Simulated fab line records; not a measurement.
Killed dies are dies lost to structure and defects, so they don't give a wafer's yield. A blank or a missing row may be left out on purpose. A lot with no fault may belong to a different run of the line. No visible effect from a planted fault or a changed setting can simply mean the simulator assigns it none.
A struck lot beside a sound one ; flow sky130 ; 18 steps out of a route of 708
Sound: wafers L790.2, L790.3, L790.4. Struck: wafers L802.1, L802.3 (left out: L802.2, a lot-mate that was not struck); the cause follows at the end.
At each step with rows: each side's tool, then ch and its chambers, then its first start. Under that, the readings that differ: sound wafers ; struck wafers ; difference of the means ; sigmas: that difference in standard deviations of wafers without a fault.
alike: words and numbers the same on both sides, and readings whose means are apart by under 2 such deviations; not compared: readings that were withheld, readings missing a value for some wafer, numbers with overlapping values and no deviation given by the record, and bounds like >300 which may hide the same value.
The two part at a step that has a row with sigmas, a row that says differs or no value, or rows on one side only. Numbers that don't overlap but have no deviation are shown without sigmas and don't part them. A reading that every wafer of one side lacks parts them only if that side has two wafers or more.

first, 2 steps without rows for these wafers: SKY_CONTACT_PEB_12; SKY_CONTACT_DEVELOP_13 (develop time 60 s).
SKY_CONTACT_CD_MEAS_14: target cd 170 nm.
  sound: cdSem-01 at day 32 14:58; struck: cdSem-02 at day 36 14:32
  alike: cdNm
SKY_CONTACT_OVL_MEAS_15:
  sound: overlay-01 at day 32 15:04; struck: overlay-02 at day 36 14:40
  alike: CONTACT_OVL
SKY_CONTACT_ETCH_16: etches BARC in N2/H2, stops on SiO2, time 45.9 s, target depth 60 nm.
  sound on rieDiel-02 ch 0,1,3, day 32 15:05; struck on rieDiel-02 ch 1,2, day 36 14:42
reading;sound;struck;difference;sigmas
oesProductAu (a.u.);0.859 0.859 0.856;0.840 0.849;-0.013;-3
  alike: drypumpMotorCurrentA, throttleValvePct
  not compared: rfHoursCounterH
then, 1 step without rows for these wafers: SKY_CONTACT_ETCH_17 (etches SiO2 in C4F8/O2/Ar, stops on Si3N4, target depth 340 nm).
SKY_CONTACT_ETCH_18: etches Si3N4 in CHF3/O2, stops on TiN, time 39 s, target depth 75 nm.
  sound on rieDiel-02 ch 0,1,3; struck on rieDiel-02 ch 1,2
  alike: drypumpMotorCurrentA, oesProductAu, throttleValvePct
  not compared: rfHoursCounterH
SKY_CONTACT_STRIP_19: strips in O2/N2.
  sound on plasmaAsher-04 ch 0,1, day 32 15:14; struck on plasmaAsher-01 ch 1, day 36 14:50
  alike: drypumpMotorCurrentA, oesProductAu, stripTimeToEndpointS
  not compared: rfHoursCounterH
then, 3 steps without rows for these wafers: SKY_CONTACT_STRIP_20 (strips in post etch residue remover, time 1200 s); SKY_CONTACT_CLEAN_21 (cleans in IPA, time 180 s); SKY_CONTACT_CLEAN_22 (cleans in O3/DIW).
SKY_CONTACT_SPUTTER_23: material TiN, target thk 20 nm, time 80 s.
  sound: pvdSputter-01 at day 32 15:52; struck: pvdSputter-01 at day 36 15:29
  alike: throttleValvePct
SKY_CONTACT_CVD_24: deposits W, target thk 340 nm, time 102.12 s.
  sound on cvdW-02 ch 0,1, day 32 15:55; struck on cvdW-02 ch 0, day 36 15:32
reading;sound;struck;difference;sigmas
model.W_of_CONTACT_CVD_24.thkNm (nm);334 331.8 335.9;487 489.2;+154;
  alike: chamberPressureTorr, heaterPowerW
SKY_CONTACT_RS_MEAS_25: measurement is done with a four-point probe.
  sound: filmMetro-01 at day 32 16:03; struck: filmMetro-04 at day 36 15:39
reading;sound;struck;difference;sigmas
CONTACT_W_RS (ohm/sq);0.343 0.346 0.342;0.234 0.234;-0.110;-18
SKY_CONTACT_THK_MEAS_26: measures by xrf.
  sound: filmMetro-01 at day 32 16:10; struck: filmMetro-04 at day 36 15:46
reading;sound;struck;difference;sigmas
CONTACT_W_THK (nm);328 324 331;480 486;+155;+24
SKY_CONTACT_CMP_27: polishes, stops on SiO2, t overpolish 15 s, target thk 0 nm.
  sound on cmp-01 ch 0,2,3, day 32 16:17; struck on cmp-01 ch 0,3, day 36 15:50
reading;sound;struck;difference;sigmas
timeToEndpointS (s);75 77 77;111 109;+34;+8
  alike: headPressurePsi, motorCurrentA
SKY_METAL1_SPUTTER_00: material Ti, target thk 15 nm, time 10 s.
  sound: pvdSputter-02 at day 32 16:35; struck: pvdSputter-01 at day 36 16:08
  alike: throttleValvePct
-- the record jumps here: 13 days lie between the struck wafers' starts before and after (it left off in module METAL1 and takes up again in module PAD_OPEN, whose first step shown is number 708 of the route) --
SKY_PAD_OPEN_PROBE_99:
  only the struck wafers here have rows in the record (prober-01, day 49 11:02); the sound ones have none

## WHERE THEY PART
At SKY_CONTACT_ETCH_16 first; at SKY_PAD_OPEN_PROBE_99 last (within this record only).

WHY: what had been put in by the simulator
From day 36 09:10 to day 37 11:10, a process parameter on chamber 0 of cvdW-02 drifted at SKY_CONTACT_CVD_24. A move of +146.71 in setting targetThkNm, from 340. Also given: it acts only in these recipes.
